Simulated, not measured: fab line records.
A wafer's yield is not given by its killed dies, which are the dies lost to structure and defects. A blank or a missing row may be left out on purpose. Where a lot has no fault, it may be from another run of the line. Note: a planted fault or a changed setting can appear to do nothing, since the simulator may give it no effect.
Matching of chambers -- flow gf180mcu -- cmp-02 running GF_V2_CMP_26: 4 sister chambers
The step polishes, stops on SiO2, t overpolish 15 s, target thk 0 nm. 22 wafers are shown with their chamber, then 11 later ones without.

EACH WAFER AND ITS CHAMBER
wafer,chamber,motor current A (A),time to endpoint s (s),overpolish run s (s)
L075.1,1,13.3,86,14.994
L075.3,2,10.7,81,15.010
L075.6,3,10.4,85,14.999
L080.3,2,11.1,81,15.008
L080.4,1,12.2,85,15.005
L080.5,1,12.9,88,14.996
L081.2,0,10.6,87,15.016
L081.3,1,12.7,86,15.002
L081.5,2,11.3,82,14.993
L085.2,0,11.4,86,15.011
L085.4,3,9.8,81,15.003
L085.5,1,12.7,84,14.993
L086.3,1,12.8,86,14.996
L086.4,0,10.7,89,15.004
L086.6,1,12.3,90,15.009
L087.2,3,10.1,79,14.993
L087.3,1,12.1,82,14.999
L087.5,2,10.9,80,15.007
L091.1,1,12.1,88,15.001
L091.3,2,11.4,80,15.002
L091.6,3,10.0,86,15.002
L093.2,1,12.4,84,15.000

SIGNATURES (averages over the wafers above)
reading,chamber 0,chamber 1,chamber 2,chamber 3,scatter within a chamber
motor current A,10.900,12.550,11.080,10.075,0.357
time to endpoint s,87.33,85.90,80.80,82.75,2.23
overpolish run s,15.01033,14.99950,15.00400,14.99925,0.00551
Rule: a wafer's distance from a chamber is the root of the sum, over the readings, of the square of ((its reading less the chamber's mean) divided by the reading's scatter). The wafer belongs to the nearest chamber; if the next one is less than 2 further off, it can't be placed. The scatter: take each reading less its chamber's mean, square it, sum over the shown wafers, divide by the number of wafers less the number of chambers, and take the root.

WAFERS WHOSE CHAMBER IS MISSING
wafer,motor current A (A),time to endpoint s (s),overpolish run s (s)
L093.3,10.0,82,15.000
L093.4,10.9,76,15.000
L094.2,10.7,79,15.000
L094.5,12.9,81,15.005
L094.6,11.1,86,14.993
L095.1,11.0,86,15.004
L095.3,10.8,84,14.989
L095.5,10.4,85,15.002
L096.1,13.2,88,14.994
L096.2,10.8,81,14.992
L096.6,12.8,87,14.996

THE CHAMBER EACH PASSED THROUGH
wafer,from the rows above,in truth
L093.3,3,3
L093.4,can't be placed: 2 or 3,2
L094.2,can't be placed: 2 or 3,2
L094.5,1,1
L094.6,can't be placed: 2 or 0 or 3 or 1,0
L095.1,can't be placed: 0 or 2 or 3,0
L095.3,can't be placed: 3 or 2 or 0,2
L095.5,can't be placed: 3 or 0 or 2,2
L096.1,1,1
L096.2,can't be placed: 2 or 3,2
L096.6,1,1
Correctly placed: 4 of 11. These rows do not allow placing 7 (true chamber among the candidates in 7). Number placed wrongly: 0.
